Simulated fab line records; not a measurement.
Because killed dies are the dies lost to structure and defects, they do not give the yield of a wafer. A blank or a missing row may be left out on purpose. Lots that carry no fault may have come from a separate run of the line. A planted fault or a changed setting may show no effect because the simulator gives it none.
Which tool was responsible? || flow gf180mcu || 14 lots with 42 wafers sampled at 3 steps, on a route of 602 steps

WHAT THE GAUGES READ, wafer by wafer
GF_STI_THK_MEAS_22. Usual: STI_OXIDATION_01_THK typically reads 14.98 nm, with standard deviation 0.23.
{"lot": "L850", "measured": "day 2 03:56", "on": "filmMetro-01", "STI_OXIDATION_01_THK (nm)": "15.37 14.97 15.30", "flag": ""}
{"lot": "L852", "measured": "day 2 15:04", "on": "filmMetro-02", "STI_OXIDATION_01_THK (nm)": "15.03 15.35 15.21", "flag": ""}
{"lot": "L853", "measured": "day 2 18:44", "on": "filmMetro-03", "STI_OXIDATION_01_THK (nm)": "15.13 15.09 15.21", "flag": ""}
{"lot": "L854", "measured": "day 3 00:07", "on": "filmMetro-03", "STI_OXIDATION_01_THK (nm)": "15.44 15.20 14.95", "flag": ""}
{"lot": "L855", "measured": "day 3 04:40", "on": "filmMetro-01", "STI_OXIDATION_01_THK (nm)": "14.72 14.96 14.51", "flag": ""}
{"lot": "L856", "measured": "day 3 09:26", "on": "filmMetro-03", "STI_OXIDATION_01_THK (nm)": "15.32 15.33 15.46", "flag": ""}
{"lot": "L857", "measured": "day 3 16:12", "on": "filmMetro-03", "STI_OXIDATION_01_THK (nm)": "14.82 14.95 14.92", "flag": ""}
{"lot": "L865", "measured": "day 5 10:02", "on": "filmMetro-02", "STI_OXIDATION_01_THK (nm)": "15.20 15.04 14.98", "flag": ""}
{"lot": "L867", "measured": "day 5 21:41", "on": "filmMetro-03", "STI_OXIDATION_01_THK (nm)": "14.76 14.81 14.97", "flag": ""}
{"lot": "L869", "measured": "day 6 06:51", "on": "filmMetro-03", "STI_OXIDATION_01_THK (nm)": "14.68 14.79 14.82", "flag": ""}
{"lot": "L870", "measured": "day 6 09:57", "on": "filmMetro-01", "STI_OXIDATION_01_THK (nm)": "14.57 14.77 14.88", "flag": ""}
{"lot": "L871", "measured": "day 6 14:59", "on": "filmMetro-01", "STI_OXIDATION_01_THK (nm)": "15.01 14.78 14.83", "flag": ""}
{"lot": "L872", "measured": "day 6 23:26", "on": "filmMetro-01", "STI_OXIDATION_01_THK (nm)": "14.88 14.78 14.79", "flag": ""}
{"lot": "L873", "measured": "day 7 03:03", "on": "filmMetro-02", "STI_OXIDATION_01_THK (nm)": "15.02 15.06 15.04", "flag": ""}

GF_SAB_CD_MEAS_09: target cd 420 nm. Usual: 420.0 nm for cdNm, sd 2.1.
{"lot": "L850", "measured": "day 14 22:14", "on": "cdSem-01", "cdNm (nm)": "420.8 418.9 419.7", "flag": ""}
{"lot": "L852", "measured": "day 15 21:20", "on": "cdSem-01", "cdNm (nm)": "424.3 420.4 420.5", "flag": ""}
{"lot": "L853", "measured": "day 16 00:45", "on": "cdSem-01", "cdNm (nm)": "419.1 421.1 417.7", "flag": ""}
{"lot": "L854", "measured": "day 16 10:20", "on": "cdSem-01", "cdNm (nm)": "418.2 420.1 415.7", "flag": ""}
{"lot": "L855", "measured": "day 16 15:54", "on": "cdSem-01", "cdNm (nm)": "423.2 423.8 422.4", "flag": ""}
{"lot": "L856", "measured": "day 17 07:05", "on": "cdSem-02", "cdNm (nm)": "419.6 422.0 421.6", "flag": ""}
{"lot": "L857", "measured": "day 17 14:19", "on": "cdSem-01", "cdNm (nm)": "419.6 416.3 416.5", "flag": ""}
{"lot": "L865", "measured": "day 20 15:30", "on": "cdSem-02", "cdNm (nm)": "420.8 418.9 418.3", "flag": ""}
{"lot": "L867", "measured": "day 21 10:31", "on": "cdSem-01", "cdNm (nm)": "419.2 420.8 422.6", "flag": ""}
{"lot": "L869", "measured": "day 22 01:08", "on": "cdSem-02", "cdNm (nm)": "419.7 422.9 420.3", "flag": ""}
{"lot": "L870", "measured": "day 22 06:08", "on": "cdSem-02", "cdNm (nm)": "419.6 420.9 419.9", "flag": ""}
{"lot": "L871", "measured": "day 22 17:17", "on": "cdSem-01", "cdNm (nm)": "418.5 419.8 418.6", "flag": ""}
{"lot": "L872", "measured": "day 23 01:38", "on": "cdSem-02", "cdNm (nm)": "420.8 422.2 423.1", "flag": ""}
{"lot": "L873", "measured": "day 23 08:20", "on": "cdSem-01", "cdNm (nm)": "421.0 421.0 420.2", "flag": ""}

WHAT TOOL EACH LOT RAN ON (gives the tool, then ch and the chambers of the sampled wafers, and finally the start)
{"lot": "L850", "GF_DUAL_GATE_OXIDATION_15": "furnace-02 ch 0, day 8 06:07"}
{"lot": "L852", "GF_DUAL_GATE_OXIDATION_15": "furnace-02 ch 0, day 8 22:52"}
{"lot": "L853", "GF_DUAL_GATE_OXIDATION_15": "furnace-02 ch 0, day 9 04:40"}
{"lot": "L854", "GF_DUAL_GATE_OXIDATION_15": "furnace-02 ch 0, day 9 11:17"}
{"lot": "L855", "GF_DUAL_GATE_OXIDATION_15": "furnace-02 ch 0, day 9 16:02"}
{"lot": "L856", "GF_DUAL_GATE_OXIDATION_15": "furnace-01 ch 0, day 10 00:36"}
{"lot": "L857", "GF_DUAL_GATE_OXIDATION_15": "furnace-02 ch 0, day 10 09:43"}
{"lot": "L865", "GF_DUAL_GATE_OXIDATION_15": "furnace-01 ch 0, day 12 19:38"}
{"lot": "L867", "GF_DUAL_GATE_OXIDATION_15": "furnace-01 ch 0, day 13 08:47"}
{"lot": "L869", "GF_DUAL_GATE_OXIDATION_15": "furnace-01 ch 0, day 13 23:19"}
{"lot": "L870", "GF_DUAL_GATE_OXIDATION_15": "furnace-02 ch 0, day 14 04:31"}
{"lot": "L871", "GF_DUAL_GATE_OXIDATION_15": "furnace-02 ch 0, day 14 09:31"}
{"lot": "L872", "GF_DUAL_GATE_OXIDATION_15": "furnace-01 ch 0, day 14 19:57"}
{"lot": "L873", "GF_DUAL_GATE_OXIDATION_15": "furnace-02 ch 0, day 15 03:12"}
- GF_DUAL_GATE_OXIDATION_15: stabilise 600 s, purge 300 s, target thk 7.098 nm.

WHAT THE TOOLS THEMSELVES READ (means of the sampled wafers that have a number; where no wafer has one, the mark that the record gives instead)
The record holds no such reading with a usual standard deviation.

THE ANSWER, worked out from the rows above alone
Rule: a lot counts as off when the mean over its wafers that have a number is more than 3 standard deviations away from the usual mean. A lot without any number at a reading at which 4 lots or more have one is off too. Where the step has rows for the other lots, those lots are counted as sound. The gauges are gone through in route order, then the tools' own readings, and for those a lot's mean is taken as printed above. The first step at which some lot is off is used, and at that step the reading that is off furthest; a lot without a number counts as furthest.
Nothing can be told from this: no lot is off at any reading shown.

WHAT THE SIMULATOR PUT IN
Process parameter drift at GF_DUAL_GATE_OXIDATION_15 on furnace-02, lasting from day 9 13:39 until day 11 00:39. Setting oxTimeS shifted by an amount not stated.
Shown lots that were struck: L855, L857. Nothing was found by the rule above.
